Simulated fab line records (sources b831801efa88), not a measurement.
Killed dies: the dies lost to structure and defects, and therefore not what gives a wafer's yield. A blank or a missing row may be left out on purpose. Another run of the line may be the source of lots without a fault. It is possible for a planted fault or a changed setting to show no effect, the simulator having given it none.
fab line records -- flow sky130
[record] lots = 10, wafers = 30, last_day = 50
route steps=708 shown VIA1@459 METAL2@488
lots that met no fault: from a run of the same line without faults
start_h: hours from the record's opening day to when the first of the lot's shown wafers began -- wait_h: time in hours since the lot's previous step -- " the same as in the row above -- L1.1+2: a row that stands for several wafers -- - no value, or no start given -- * or withheld: withheld -- < > ~ a bound
route shown NAME@n: a module of which the file shows steps, and the number in the route of the first -- usual: the fault-free wafers' mean and standard deviation -- same: alike in all rows -- chamber/n: place in a boat -- sites: per-site readings -- _std_site: standard deviation of those values -- _edge_site: mean of outer sites minus mean of inner sites -- radius_mm: how far each site lies from the wafer's centre -- mask NAME#n: copy n -- behind: tool/chamber where the wafer was last shaped -- hold: the reason the lot was held/the length of the hold in hours/how it ended -- device: which transistor (n, p or np) failed to switch -- end of line: the route-end tests of the same wafers -- step lacking rows: just its recipe -- killed: not the wafer's yield, but the dies lost to structure and defects at the first sort -- map: dies across one wafer; x = killed, . = not, _ = none there
set.NAME: the setting the step ran with; set.NAME@STEP: the setting that earlier step ran with -- model.NAME: the simulator's own value behind a step, which no gauge read
route steps across a sampled set of lots; one table per step, one row per wafer
services: from which hour (start_h, from the record's first day; less than 0 if before it) a tool's chamber was out of use, for how many hours, and why
[[steps]]
[step SKY_VIA1_THK_MEAS_01]
[recipe] reads = SiO2_of_VIA1_HDPCVD_00
[usual] VIA1_HDPCVD_THK = 1028/12
lot.wafer,tool,chamber,start_h,wait_h,VIA1_HDPCVD_THK[nm]
L876.3,film_metro-03,-,765.17,0.1,1016
L876.5,film_metro-03,-,765.17,0.1,1026
L876.6,film_metro-03,-,765.17,0.1,1021
L880.2,film_metro-04,-,800.85,0.1,1024
L880.5,film_metro-04,-,800.85,0.1,1041
L880.6,film_metro-04,-,800.85,0.1,1029
L881.1,film_metro-03,-,804.25,0.1,1014
L881.3,film_metro-03,-,804.25,0.1,1035
L881.4,film_metro-03,-,804.25,0.1,1029
L891.1,film_metro-03,-,881.47,0.1,1019
L891.4,film_metro-03,-,881.47,0.1,1040
L891.5,film_metro-03,-,881.47,0.1,1032
L892.2,film_metro-04,-,889.21,0.1,1022
L892.3,film_metro-04,-,889.21,0.1,1031
L892.4,film_metro-04,-,889.21,0.1,1013
L893.4,film_metro-03,-,903.44,0.0,1022
L893.5,film_metro-03,-,903.44,0.0,1033
L893.6,film_metro-03,-,903.44,0.0,1037
L895.3,film_metro-02,-,943.90,0.1,1028
L895.4,film_metro-02,-,943.90,0.1,1047
L895.6,film_metro-02,-,943.90,0.1,1039
L896.1,film_metro-04,-,945.18,0.1,1041
L896.3,film_metro-04,-,945.18,0.1,1031
L896.6,film_metro-04,-,945.18,0.1,1027
L894.2,film_metro-04,-,947.51,0.1,1026
L894.5,film_metro-04,-,947.51,0.1,1029
L894.6,film_metro-04,-,947.51,0.1,1026
L897.2,film_metro-02,-,950.64,0.1,1032
L897.3,film_metro-02,-,950.64,0.1,1027
L897.4,film_metro-02,-,950.64,0.1,1023
[step SKY_VIA1_BOW_MEAS_03]
[recipe] mode = bow
[usual] VIA1_BOW = 80/6.7
lot.wafer,tool,chamber,start_h,wait_h,VIA1_BOW[um]
L876.3,film_metro-03,-,765.55,0.2,79
L876.5,film_metro-03,-,765.55,0.2,85
L876.6,film_metro-03,-,765.55,0.2,74
L880.2,film_metro-02,-,801.22,0.3,82
L880.5,film_metro-02,-,801.22,0.3,84
L880.6,film_metro-02,-,801.22,0.3,82
L881.1,film_metro-02,-,804.61,0.1,76
L881.3,film_metro-02,-,804.61,0.1,95
L881.4,film_metro-02,-,804.61,0.1,72
L891.1,film_metro-02,-,882.27,0.1,84
L891.4,film_metro-02,-,882.27,0.1,82
L891.5,film_metro-02,-,882.27,0.1,84
L892.2,film_metro-04,-,889.58,0.1,90
L892.3,film_metro-04,-,889.58,0.1,79
L892.4,film_metro-04,-,889.58,0.1,67
L893.4,film_metro-04,-,903.83,0.3,74
L893.5,film_metro-04,-,903.83,0.3,90
L893.6,film_metro-04,-,903.83,0.3,69
L895.3,film_metro-04,-,944.28,0.2,80
L895.4,film_metro-04,-,944.28,0.2,86
L895.6,film_metro-04,-,944.28,0.2,88
L896.1,film_metro-04,-,945.54,0.2,89
L896.3,film_metro-04,-,945.54,0.2,91
L896.6,film_metro-04,-,945.54,0.2,69
L894.2,film_metro-03,-,947.88,0.2,70
L894.5,film_metro-03,-,947.88,0.2,78
L894.6,film_metro-03,-,947.88,0.2,70
L897.2,film_metro-03,-,951.01,0.2,63
L897.3,film_metro-03,-,951.01,0.2,73
L897.4,film_metro-03,-,951.01,0.2,75
[step SKY_VIA1_CVD_21]
[recipe] material = W, target_thk_nm = 270, time_s = 80.902, temp_c = 400, pressure_torr = 40
[usual] chamber_pressure_Torr = 39.99/0.089, heater_power_w = 889/93, susceptor_temp_C = 400.03/0.26
lot.wafer,tool,chamber,start_h,wait_h,chamber_pressure_Torr,heater_power_w,susceptor_temp_C
L876.3,cvd_w-02,1,792.86,0.1,39.94,832,400.85
L876.5,cvd_w-02,1,792.86,0.1,39.93,839,400.18
L876.6,cvd_w-02,0,792.86,0.1,40.15,992,399.71
L880.2,cvd_w-02,0,828.63,0.0,39.98,974,400.08
L880.5,cvd_w-02,1,828.63,0.0,39.98,862,400.04
L880.6,cvd_w-02,0,828.63,0.0,40.04,992,399.62
L881.1,cvd_w-02,0,832.08,0.0,39.94,980,400.39
L881.3,cvd_w-02,1,832.08,0.0,40.03,852,399.83
L881.4,cvd_w-02,0,832.08,0.0,40.00,960,399.86
L891.1,cvd_w-02,1,908.13,0.0,39.95,820,399.70
L891.4,cvd_w-02,0,908.13,0.0,40.05,993,400.01
L891.5,cvd_w-02,0,908.13,0.0,39.94,989,400.08
L892.2,cvd_w-02,0,915.73,0.0,40.09,1009,399.84
L892.3,cvd_w-02,0,915.73,0.0,40.14,998,400.13
L892.4,cvd_w-02,1,915.73,0.0,39.79,827,399.81
L893.4,cvd_w-01,1,928.92,0.1,40.09,837,400.17
L893.5,cvd_w-01,1,928.92,0.1,40.12,840,399.86
L893.6,cvd_w-01,0,928.92,0.1,39.99,727,400.00
L895.3,cvd_w-02,0,969.83,0.1,40.03,1004,400.35
L895.4,cvd_w-02,1,969.83,0.1,39.85,834,399.83
L895.6,cvd_w-02,0,969.83,0.1,40.23,1019,399.84
L896.1,cvd_w-01,0,971.66,0.0,39.97,716,399.93
L896.3,cvd_w-01,0,971.66,0.0,39.85,719,399.87
L896.6,cvd_w-01,0,971.66,0.0,39.87,723,400.32
L894.2,cvd_w-02,0,973.08,0.0,40.03,1026,400.19
L894.5,cvd_w-02,1,973.08,0.0,40.11,843,400.01
L894.6,cvd_w-02,0,973.08,0.0,40.10,1001,400.02
L897.2,cvd_w-02,1,976.43,0.0,40.02,827,400.15
L897.3,cvd_w-02,0,976.43,0.0,39.93,986,399.83
L897.4,cvd_w-02,1,976.43,0.0,39.93,822,399.98
[step SKY_VIA1_RS_MEAS_22]
[recipe] thk_meas_gauge = four-point-probe, reads = W_of_VIA1_CVD_21+TiN_of_VIA1_SPUTTER_20
[usual] VIA1_W_RS = 0.426/0.007
lot.wafer,tool,chamber,start_h,wait_h,VIA1_W_RS[ohm/sq]
L876.3,film_metro-04,-,792.96,0.1,0.429
L876.5,film_metro-04,-,792.96,0.1,0.432
L876.6,film_metro-04,-,792.96,0.1,0.419
L880.2,film_metro-02,-,828.74,0.1,0.427
L880.5,film_metro-02,-,828.74,0.1,0.439
L880.6,film_metro-02,-,828.74,0.1,0.634
L881.1,film_metro-02,-,832.17,0.1,0.622
L881.3,film_metro-02,-,832.17,0.1,0.633
L881.4,film_metro-02,-,832.17,0.1,0.425
L891.1,film_metro-02,-,908.23,0.1,0.428
L891.4,film_metro-02,-,908.23,0.1,0.425
L891.5,film_metro-02,-,908.23,0.1,0.421
L892.2,film_metro-04,-,915.84,0.1,0.420
L892.3,film_metro-04,-,915.84,0.1,0.427
L892.4,film_metro-04,-,915.84,0.1,0.430
L893.4,film_metro-04,-,929.04,0.1,0.433
L893.5,film_metro-04,-,929.04,0.1,0.435
L893.6,film_metro-04,-,929.04,0.1,0.418
L895.3,film_metro-02,-,969.93,0.1,0.418
L895.4,film_metro-02,-,969.93,0.1,0.435
L895.6,film_metro-02,-,969.93,0.1,0.419
L896.1,film_metro-02,-,971.75,0.1,0.413
L896.3,film_metro-02,-,971.75,0.1,0.412
L896.6,film_metro-02,-,971.75,0.1,0.410
L894.2,film_metro-02,-,973.20,0.1,0.418
L894.5,film_metro-02,-,973.20,0.1,0.429
L894.6,film_metro-02,-,973.20,0.1,0.417
L897.2,film_metro-03,-,976.54,0.1,0.430
L897.3,film_metro-03,-,976.54,0.1,0.414
L897.4,film_metro-03,-,976.54,0.1,0.428
[step SKY_VIA1_THK_MEAS_23]
[recipe] thk_meas_gauge = xrf, reads = W_of_VIA1_CVD_21
[usual] VIA1_W_THK = 268/4.7
lot.wafer,tool,chamber,start_h,wait_h,VIA1_W_THK[nm]
L876.3,film_metro-04,-,793.06,0.1,265
L876.5,film_metro-04,-,793.06,0.1,266
L876.6,film_metro-04,-,793.06,0.1,270
L880.2,film_metro-02,-,828.85,0.1,271
L880.5,film_metro-02,-,828.85,0.1,263
L880.6,film_metro-02,-,828.85,0.1,183
L881.1,film_metro-02,-,832.29,0.1,187
L881.3,film_metro-02,-,832.29,0.1,183
L881.4,film_metro-02,-,832.29,0.1,271
L891.1,film_metro-02,-,908.35,0.1,269
L891.4,film_metro-02,-,908.35,0.1,272
L891.5,film_metro-02,-,908.35,0.1,275
L892.2,film_metro-04,-,915.95,0.1,269
L892.3,film_metro-04,-,915.95,0.1,266
L892.4,film_metro-04,-,915.95,0.1,264
L893.4,film_metro-04,-,929.13,0.1,262
L893.5,film_metro-04,-,929.13,0.1,262
L893.6,film_metro-04,-,929.13,0.1,272
L895.3,film_metro-02,-,970.03,0.1,274
L895.4,film_metro-02,-,970.03,0.1,264
L895.6,film_metro-02,-,970.03,0.1,274
L896.1,film_metro-02,-,971.87,0.1,277
L896.3,film_metro-02,-,971.87,0.1,279
L896.6,film_metro-02,-,971.87,0.1,279
L894.2,film_metro-02,-,973.31,0.1,274
L894.5,film_metro-02,-,973.31,0.1,267
L894.6,film_metro-02,-,973.31,0.1,275
L897.2,film_metro-03,-,976.65,0.1,263
L897.3,film_metro-03,-,976.65,0.1,273
L897.4,film_metro-03,-,976.65,0.1,265
[step SKY_VIA1_CMP_24]
[recipe] stop_on = SiO2, t_overpolish_s = 15, down_force_psi = 3.5, platen_rpm = 60, target_thk_nm = 0, pad_velocity_m_s = 0.94248
[usual] motor_current_A = 11.2/0.79, time_to_endpoint_s = 64/3.8
lot.wafer,tool,chamber,start_h,wait_h,motor_current_A,time_to_endpoint_s
L876.3,cmp-02,1,793.20,0.1,12.3,59
L876.6,cmp-02,3,793.20,0.1,10.6,61
L876.5,cmp-02,0,793.20,0.1,11.4,68
L880.2,cmp-01,3,828.95,0.1,11.1,66
L880.5,cmp-01,2,828.95,0.1,11.0,61
L880.6,cmp-01,3,828.95,0.1,10.9,43
L881.1,cmp-01,1,832.35,0.1,11.6,43
L881.3,cmp-01,2,832.35,0.1,11.9,41
L881.4,cmp-01,3,832.35,0.1,10.8,66
L891.1,cmp-01,3,908.46,0.1,10.6,69
L891.4,cmp-01,0,908.46,0.1,11.7,67
L891.5,cmp-01,3,908.46,0.1,11.0,69
L892.4,cmp-01,1,916.81,0.8,11.3,70
L892.3,cmp-01,2,916.81,0.8,11.9,68
L892.2,cmp-01,3,916.81,0.8,10.8,74
L893.4,cmp-02,3,929.16,0.0,10.2,57
L893.5,cmp-02,3,929.16,0.0,10.4,58
L893.6,cmp-02,0,929.16,0.0,10.5,67
L895.3,cmp-02,2,970.07,0.0,10.4,65
L895.4,cmp-02,0,970.07,0.0,11.5,67
L895.6,cmp-02,2,970.07,0.0,10.2,64
L896.1,cmp-01,0,971.98,0.1,11.4,71
L896.3,cmp-01,1,971.98,0.1,11.5,69
L896.6,cmp-01,0,971.98,0.1,11.5,72
L894.2,cmp-02,2,973.51,0.2,10.5,65
L894.5,cmp-02,3,973.51,0.2,10.1,61
L894.6,cmp-02,0,973.51,0.2,11.2,69
L897.2,cmp-02,1,976.71,0.1,12.9,67
L897.3,cmp-02,2,976.71,0.1,9.8,65
L897.4,cmp-02,3,976.71,0.1,10.7,61
[step SKY_METAL2_RS_MEAS_05]
[recipe] thk_meas_gauge = four-point-probe, reads = TiN_of_METAL2_SPUTTER_04+Ti_of_METAL2_SPUTTER_03+AlCu_of_METAL2_SPUTTER_02+TiN_of_METAL2_SPUTTER_01+Ti_of_METAL2_SPUTTER_00
[usual] METAL2_ALCU_RS = 0.1269/0.0017
lot.wafer,tool,chamber,start_h,wait_h,METAL2_ALCU_RS[ohm/sq]
L876.3,film_metro-01,-,793.58,0.1,0.1285
L876.5,film_metro-01,-,793.58,0.1,0.1254
L876.6,film_metro-01,-,793.58,0.1,0.1280
L880.2,film_metro-02,-,829.36,0.0,0.1275
L880.5,film_metro-02,-,829.36,0.0,0.1242
L880.6,film_metro-02,-,829.36,0.0,0.1260
L881.1,film_metro-01,-,832.79,0.0,0.1272
L881.3,film_metro-01,-,832.79,0.0,0.1237
L881.4,film_metro-01,-,832.79,0.0,0.1266
L891.1,film_metro-02,-,908.85,0.0,0.1263
L891.4,film_metro-02,-,908.85,0.0,0.1266
L891.5,film_metro-02,-,908.85,0.0,0.1265
L892.2,film_metro-02,-,917.22,0.0,0.1267
L892.3,film_metro-02,-,917.22,0.0,0.1259
L892.4,film_metro-02,-,917.22,0.0,0.1262
L893.4,film_metro-02,-,929.66,0.1,0.1290
L893.5,film_metro-02,-,929.66,0.1,0.1266
L893.6,film_metro-02,-,929.66,0.1,0.1296
L895.3,film_metro-01,-,970.55,0.1,0.1293
L895.4,film_metro-01,-,970.55,0.1,0.1293
L895.6,film_metro-01,-,970.55,0.1,0.1291
L896.1,film_metro-04,-,972.37,0.0,0.1255
L896.3,film_metro-04,-,972.37,0.0,0.1254
L896.6,film_metro-04,-,972.37,0.0,0.1256
L894.2,film_metro-01,-,973.82,0.0,0.1247
L894.5,film_metro-01,-,973.82,0.0,0.1280
L894.6,film_metro-01,-,973.82,0.0,0.1261
L897.2,film_metro-04,-,977.17,0.0,0.1265
L897.3,film_metro-04,-,977.17,0.0,0.1265
L897.4,film_metro-04,-,977.17,0.0,0.1263
[[services]]
tool,chamber,start_h,hours,kind
cmp-02,-,771.63,0.9,repair
cmp-02,-,783.55,4.4,repair
cmp-02,-,796.71,0.7,repair
cmp-02,-,817.08,1.4,repair
cmp-02,-,832.31,1.0,repair
cvd_w-02,1,840.23,8.4,repair
cmp-01,-,877.82,12.5,repair
cmp-01,-,890.29,3.9,pm
cvd_w-01,-,904.00,14.0,pm
cvd_w-01,0,904.00,14.0,vent_cycle
cvd_w-01,1,904.00,14.0,vent_cycle
cmp-01,-,912.16,4.0,pm
cmp-02,-,913.78,4.6,repair
cmp-01,-,916.16,-,consumable_replace:conditioner
cmp-01,-,916.16,-,consumable_replace:pad
cvd_w-01,0,918.00,-,clean
cvd_w-01,1,918.00,-,clean
cvd_w-02,-,935.30,2.8,pm
[[key]]
[first_sign] step = SKY_VIA1_RS_MEAS_22, reading = VIA1_W_RS, direction = up, sigmas = 29, usual = 0.426, struck = 0.630
[effect] step = SKY_VIA1_THK_MEAS_23, reading = VIA1_W_THK, direction = down, sigmas = 18, usual = 268, struck = 185
[effect] step = SKY_VIA1_CMP_24, reading = time_to_endpoint_s, direction = down, sigmas = 5.7, usual = *, struck = *
met_at SKY_VIA1_CVD_21
struck_lots L880,L881
struck_wafers L880.6,L881.1,L881.3
not_acting_at SKY_VIA1_THK_MEAS_01,SKY_VIA1_BOW_MEAS_03,SKY_METAL2_RS_MEAS_05
onset_between 792.86 828.63
[fault] kind = process_parameter_drift, tool = cvd_w-02, chamber = -, onset_h = 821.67, steps = SKY_VIA1_CVD_21, channel = target_thk_nm, offset = -87.396, shape = step, end_h = 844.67, scope = struck_wafers_only, acts_in = these_recipes_only, stated = 270
